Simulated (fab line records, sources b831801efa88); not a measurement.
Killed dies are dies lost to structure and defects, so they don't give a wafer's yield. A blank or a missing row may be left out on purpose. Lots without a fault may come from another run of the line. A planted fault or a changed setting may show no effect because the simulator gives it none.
Tool commonality check | flow sky130 | 10 lots, 30 wafers sampled

WHY IT WAS OPENED
At SKY_LI_CONTACT_RS_MEAS_22 the reading LI_CONTACT_W_RS is flagged on 2 of 10 lots. Wafers without a fault read 0.2860 ohm/sq, standard deviation 0.0027.
Rule: a lot is flagged when every wafer of it that has a number lies more than 4 standard deviations from that mean, or none has a number. The other lots count as sound.

lot  | measured     | on            | LI_CONTACT_W_RS (ohm/sq), wafer by wafer | flag
L243 | day 30 02:31 | film_metro-04 | 0.2861 0.2852 0.2885                     |
L247 | day 31 19:11 | film_metro-04 | 0.3097 0.3060 0.3099                     | FLAGGED
L251 | day 33 06:49 | film_metro-02 | 0.3114 0.3050 0.3059                     | FLAGGED
L253 | day 35 09:24 | film_metro-03 | 0.2903 0.2899 0.2883                     |
L255 | day 35 10:50 | film_metro-02 | 0.2814 0.2824 0.2796                     |
L258 | day 35 11:13 | film_metro-04 | 0.2877 0.2876 0.2857                     |
L259 | day 35 12:06 | film_metro-02 | 0.2865 0.2856 0.2824                     |
L261 | day 36 06:00 | film_metro-02 | 0.2867 0.2848 0.2874                     |
L263 | day 37 03:18 | film_metro-02 | 0.2897 0.2901 0.2884                     |
L264 | day 37 08:04 | film_metro-04 | 0.2872 0.2869 0.2865                     |
The numbers of the flagged lots are 0.3080 ohm/sq on average: +0.0220 ohm/sq against the usual, or +8 standard deviations.

WHICH TOOL RAN EACH LOT
The record holds 3 process steps before the reading, out of a route of 708 steps. In each cell: the tool, then ch and the chambers that the sampled wafers went through, then the start.
lot  | flag    | SKY_POLY_CUT_ETCH_11               | SKY_LI_CONTACT_SPUTTER_20    | SKY_LI_CONTACT_CVD_21
L243 |         | rie_diel-02 ch 1,2, day 25 03:39   | pvd_sputter-04, day 30 02:18 | cvd_w-01 ch 0,1, day 30 02:22
L247 | FLAGGED | rie_diel-03 ch 0,1,2, day 26 20:13 | pvd_sputter-02, day 31 19:00 | cvd_w-01 ch 0,1, day 31 19:04
L251 | FLAGGED | rie_diel-01 ch 0,1,3, day 28 13:55 | pvd_sputter-03, day 33 06:38 | cvd_w-01 ch 0,1, day 33 06:42
L253 |         | rie_diel-03 ch 0,3, day 31 00:30   | pvd_sputter-02, day 35 09:13 | cvd_w-02 ch 0,1, day 35 09:17
L255 |         | rie_diel-01 ch 1,2, day 31 00:40   | pvd_sputter-03, day 35 10:38 | cvd_w-01 ch 0,1, day 35 10:42
L258 |         | rie_diel-02 ch 0,2,3, day 31 01:43 | pvd_sputter-02, day 35 11:00 | cvd_w-02 ch 0,1, day 35 11:04
L259 |         | rie_diel-01 ch 2,3, day 31 03:45   | pvd_sputter-02, day 35 11:53 | cvd_w-02 ch 0,1, day 35 11:57
L261 |         | rie_diel-02 ch 0,1,3, day 31 23:48 | pvd_sputter-02, day 36 05:49 | cvd_w-02 ch 0,1, day 36 05:53
L263 |         | rie_diel-01 ch 0,3, day 32 21:07   | pvd_sputter-04, day 37 03:07 | cvd_w-02 ch 0,1, day 37 03:10
L264 |         | rie_diel-01 ch 1,2, day 33 02:36   | pvd_sputter-02, day 37 07:46 | cvd_w-02 ch 1, day 37 07:49
What these steps do:
- SKY_POLY_CUT_ETCH_11: etches Si3N4 in CF4/CH2F2/Ar, stops on poly-Si, time 42.5 s, target depth 60 nm.
- SKY_LI_CONTACT_SPUTTER_20: material TiN, target thk 20 nm, time 80 s.
- SKY_LI_CONTACT_CVD_21: deposits W, target thk 400 nm, time 120.56 s.
- SKY_LI_CONTACT_RS_MEAS_22: measures by four-point-probe.

FLAGGED OVER TOTAL, TOOL BY TOOL (the gauges that took the reading come last)
step                      | tool           | lots run | flagged | share of the flagged lots | sound lots run after its first flagged lot
SKY_POLY_CUT_ETCH_11      | rie_diel-01    | 5        | 1       | some                      | 4 (L255,L259,L263,L264)
SKY_POLY_CUT_ETCH_11      | rie_diel-02    | 3        | 0       | none                      | -
SKY_POLY_CUT_ETCH_11      | rie_diel-03    | 2        | 1       | some                      | 1 (L253)
SKY_LI_CONTACT_SPUTTER_20 | pvd_sputter-02 | 6        | 1       | some                      | 5 (L253,L258,L259,L261,L264)
SKY_LI_CONTACT_SPUTTER_20 | pvd_sputter-03 | 2        | 1       | some                      | 1 (L255)
SKY_LI_CONTACT_SPUTTER_20 | pvd_sputter-04 | 2        | 0       | none                      | -
SKY_LI_CONTACT_CVD_21     | cvd_w-01       | 4        | 2       | all                       | 1 (L255)
SKY_LI_CONTACT_CVD_21     | cvd_w-02       | 6        | 0       | none                      | -
SKY_LI_CONTACT_RS_MEAS_22 | film_metro-02  | 5        | 1       | some                      | 4 (L255,L259,L261,L263)
SKY_LI_CONTACT_RS_MEAS_22 | film_metro-03  | 1        | 0       | none                      | -
SKY_LI_CONTACT_RS_MEAS_22 | film_metro-04  | 4        | 1       | some                      | 2 (L258,L264)

WHAT THE TABLE ALLOWS
1 row of the table ran every flagged lot: cvd_w-01 at SKY_LI_CONTACT_CVD_21.
- cvd_w-01 at SKY_LI_CONTACT_CVD_21: 2 of its 4 lots flagged. Sound lots ran on it after the first flagged one (L255), which a lasting fault on the whole tool wouldn't allow. Its own readings lie more than 4 standard deviations out on every wafer of the flagged lots: susceptor_temp_C.
No row of the table ran every flagged lot and no sound lot after the first.

WHAT THE SIMULATOR HAD PUT IN
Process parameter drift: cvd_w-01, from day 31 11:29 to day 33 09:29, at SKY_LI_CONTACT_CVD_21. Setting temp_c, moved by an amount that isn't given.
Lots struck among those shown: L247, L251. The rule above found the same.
